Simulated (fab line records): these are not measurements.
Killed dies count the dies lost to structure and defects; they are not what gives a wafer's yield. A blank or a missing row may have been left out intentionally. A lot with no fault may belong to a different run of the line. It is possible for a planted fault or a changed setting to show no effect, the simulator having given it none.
Matching of chambers    flow sky130    rie-diel-04 running SKY_VIA2_ETCH_14: 4 sister chambers
The step etches BARC in N2/H2, stops on SiO2, time 45.9 s, target depth 60 nm. 16 wafers are shown with their chamber, then 7 later ones without.

== WAFERS WITH THEIR CHAMBER ==
wafer   chamber  drypump-motor-current-A (A)  rf-fwd-power-W (W)  h2-flow-sccm (sccm)
L530.1  3        5.3                          497.3               199.2
L530.3  2        5.4                          492.4               199.4
L530.6  3        5.3                          496.2               200.4
L532.1  3        5.3                          493.4               200.2
L532.3  1        4.9                          494.5               199.6
L532.5  1        4.9                          492.7               199.6
L539.1  3        5.3                          497.9               199.2
L539.5  2        5.4                          490.1               201.2
L542.1  0        5.7                          492.0               200.1
L542.4  3        5.3                          495.5               200.0
L542.5  0        5.8                          494.8               198.8
L547.1  1        4.9                          492.5               199.5
L547.4  3        5.3                          493.5               200.1
L547.5  0        5.8                          492.7               199.3
L548.3  0        5.8                          492.8               199.8
L548.4  2        5.4                          492.1               201.2

SIGNATURES (means of the wafers above)
reading                  chamber 0  chamber 1  chamber 2  chamber 3  scatter within a chamber
drypump-motor-current-A  5.775      4.900      5.400      5.300      0.025
rf-fwd-power-W           493.075    493.233    491.533    495.633    1.52
h2-flow-sccm             199.500    199.567    200.600    199.850    0.612
Rule: a wafer's distance from a chamber is the root of the sum, over the readings, of the square of ((its reading less the chamber's mean) divided by the reading's scatter). The wafer belongs to the nearest chamber; if the next one is less than 2 further off, it can't be placed. The scatter is the square root of a quotient: the sum, over the shown wafers, of each reading's squared deviation from its chamber's mean, divided by wafers minus chambers.

== WAFERS WITH NO CHAMBER GIVEN ==
wafer   drypump-motor-current-A (A)  rf-fwd-power-W (W)  h2-flow-sccm (sccm)
L548.6  4.9                          492.9               199.8
L551.1  5.4                          494.5               199.7
L551.4  5.3                          496.3               199.8
L551.5  4.9                          493.8               199.9
L553.4  5.4                          494.0               200.7
L553.5  5.8                          493.3               200.8
L553.6  5.3                          494.9               200.3

== EACH ONE'S CHAMBER ==
wafer   from the rows above      in truth
L548.6  1                        1
L551.1  can't be placed: 2 or 3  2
L551.4  3                        3
L551.5  1                        1
L553.4  2                        2
L553.5  0                        0
L553.6  3                        3
Correct placement for 6 of the 7. Not placeable from these rows: 1 (in 1, the candidates include the true chamber). Wrongly placed: 0.
